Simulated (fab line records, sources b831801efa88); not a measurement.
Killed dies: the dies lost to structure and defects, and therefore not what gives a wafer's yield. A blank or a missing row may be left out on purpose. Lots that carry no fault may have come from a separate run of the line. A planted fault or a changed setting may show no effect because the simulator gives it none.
Which tool was responsible?	flow sky130	14 lots with 42 wafers sampled at 4 steps, on a route of 708 steps

WHAT THE GAUGES READ, wafer by wafer
SKY_METAL2_CD_MEAS_15: target cd 140 nm.
lot	measured	on	cdNm (nm)
L494	day 34 17:30	cdSem-02	138.4 140.9 139.6
L495	day 35 23:02	cdSem-01	142.3 140.7 141.5
L497	day 36 22:48	cdSem-01	141.3 140.7 141.9
L498	day 37 13:47	cdSem-02	140.5 140.8 140.0
L499	day 37 15:02	cdSem-01	137.3 137.6 139.0
L501	day 37 17:20	cdSem-01	138.7 140.7 140.0
L500	day 37 18:12	cdSem-01	138.9 140.6 139.3
L503	day 37 19:38	cdSem-02	137.5 137.6 136.8
L504	day 38 12:57	cdSem-01	139.3 139.5 138.1
L506	day 38 21:34	cdSem-02	139.9 140.5 138.0
L508	day 39 16:55	cdSem-01	140.8 140.7 139.1
L509	day 39 18:35	cdSem-01	142.1 140.5 142.4
L514	day 41 18:59	cdSem-02	- - -
L516	day 41 20:29	cdSem-01	- - -

SKY_VIA2_THK_MEAS_01.
lot	measured	on	VIA2_HDPCVD_THK (nm)
L494	day 34 18:34	filmMetro-04	1186 1219 1212
L495	day 36 00:04	filmMetro-04	1177 1187 1194
L497	day 36 23:53	filmMetro-01	1187 1177 1207
L498	day 37 15:06	filmMetro-01	1208 1194 1190
L499	day 37 16:06	filmMetro-04	1186 1202 1187
L501	day 37 18:26	filmMetro-01	1210 1205 1197
L500	day 37 19:17	filmMetro-04	1196 1196 1196
L503	day 37 20:41	filmMetro-04	1200 1194 1197
L504	day 38 14:02	filmMetro-04	1188 1187 1195
L506	day 38 22:40	filmMetro-01	1195 1200 1194
L508	day 39 18:14	filmMetro-03	1198 1196 1193
L509	day 39 19:39	filmMetro-01	1187 1180 1196

WHAT TOOL EACH LOT RAN ON (gives the tool, then ch and the chambers of the sampled wafers, and finally the start)
lot	SKY_METAL2_SPUTTER_02	SKY_METAL2_DEVELOP_14
L494	pvdSputter-03, day 33 14:51	lithoTrack-03 ch 0, day 34 17:00
L495	pvdSputter-02, day 34 20:06	lithoTrack-04 ch 0, day 35 22:00
L497	pvdSputter-02, day 35 20:21	lithoTrack-03 ch 0, day 36 22:00
L498	pvdSputter-03, day 36 11:56	lithoTrack-04 ch 0, day 37 13:00
L499	pvdSputter-03, day 36 14:03	lithoTrack-01 ch 0, day 37 14:00
L501	pvdSputter-02, day 36 15:28	lithoTrack-04 ch 0, day 37 17:00
L500	pvdSputter-03, day 36 17:02	lithoTrack-03 ch 0, day 37 18:00
L503	pvdSputter-01, day 36 17:39	lithoTrack-01 ch 0, day 37 19:00
L504	pvdSputter-03, day 37 11:24	lithoTrack-03 ch 0, day 38 12:00
L506	pvdSputter-03, day 37 20:04	lithoTrack-04 ch 0, day 38 21:00
L508	pvdSputter-03, day 38 15:48	lithoTrack-01 ch 0, day 39 16:00
L509	pvdSputter-02, day 38 17:19	lithoTrack-01 ch 0, day 39 18:00
L514	pvdSputter-01, day 40 19:24	lithoTrack-04, day 41 18:00
L516	pvdSputter-02, day 40 20:22	lithoTrack-03, day 41 20:00
- SKY_METAL2_SPUTTER_02: material AlCu, target thk 250 nm, time 12.9 s.
- SKY_METAL2_DEVELOP_14: develop time 60 s.

WHAT THE TOOLS THEMSELVES READ (means of the sampled wafers that have a number; where no wafer has one, the mark that the record gives instead)
SKY_METAL2_SPUTTER_02.
lot	tool	throttleValvePct (%)
L494	pvdSputter-03	29.0
L495	pvdSputter-02	30.9
L497	pvdSputter-02	30.3
L498	pvdSputter-03	29.3
L499	pvdSputter-03	28.9
L501	pvdSputter-02	30.7
L500	pvdSputter-03	29.2
L503	pvdSputter-01	29.7
L504	pvdSputter-03	28.9
L506	pvdSputter-03	29.9
L508	pvdSputter-03	28.9
L509	pvdSputter-02	31.1
L514	pvdSputter-01	29.3
L516	pvdSputter-02	31.2

SKY_METAL2_DEVELOP_14.
lot	tool	chillPlateTempC (C)	developerTempC (C)
L494	lithoTrack-03	23.02	21.08
L495	lithoTrack-04	23.05	20.95
L497	lithoTrack-03	23.04	21.02
L498	lithoTrack-04	23.11	20.92
L499	lithoTrack-01	23.06	21.00
L501	lithoTrack-04	23.03	21.12
L500	lithoTrack-03	23.05	21.04
L503	lithoTrack-01	23.01	20.94
L504	lithoTrack-03	23.03	21.02
L506	lithoTrack-04	23.07	21.00
L508	lithoTrack-01	23.04	20.96
L509	lithoTrack-01	22.98	20.93
L514	lithoTrack-04	-	-
L516	lithoTrack-03	-	-

THE ANSWER, worked out from the rows above alone
Rule: the usual values come from the lots themselves. Put in order of their means at a reading, lots are off if they are a third of the lots or fewer, leave a main group of 4 or more, and stand apart from it by a gap of 3 or more times the standard deviation of the main group's means; of several such gaps the widest counts. Not used: any main group whose means are identical at the precision the tables above print for the reading. Also off: a lot with no number at a reading for which 4 or more lots have one. Where the step has rows for the other lots, those lots are counted as sound. After the gauges, taken in route order, come the tools' own readings; for these a lot's mean is taken, as printed above. At the first step where some lot is off, the reading lying furthest off is the one used; lots without a number count as furthest.
Off: L514, L516, at SKY_METAL2_CD_MEAS_15 (cdNm). Without a number there: L514, L516. For the main group the mean is 139.8 nm and the standard deviation 1.3.
If a tool, at a process step before that reading, ran all the lots that are off and no sound lot after the first of them, it fits. Not tried: the gauges at SKY_METAL2_CD_MEAS_15; whatever is off there is also off at SKY_METAL2_DEVELOP_14, on other tools, and gauge error can't account for it. None of those tried fits.

WHAT HAD BEEN PUT IN BY THE SIMULATOR
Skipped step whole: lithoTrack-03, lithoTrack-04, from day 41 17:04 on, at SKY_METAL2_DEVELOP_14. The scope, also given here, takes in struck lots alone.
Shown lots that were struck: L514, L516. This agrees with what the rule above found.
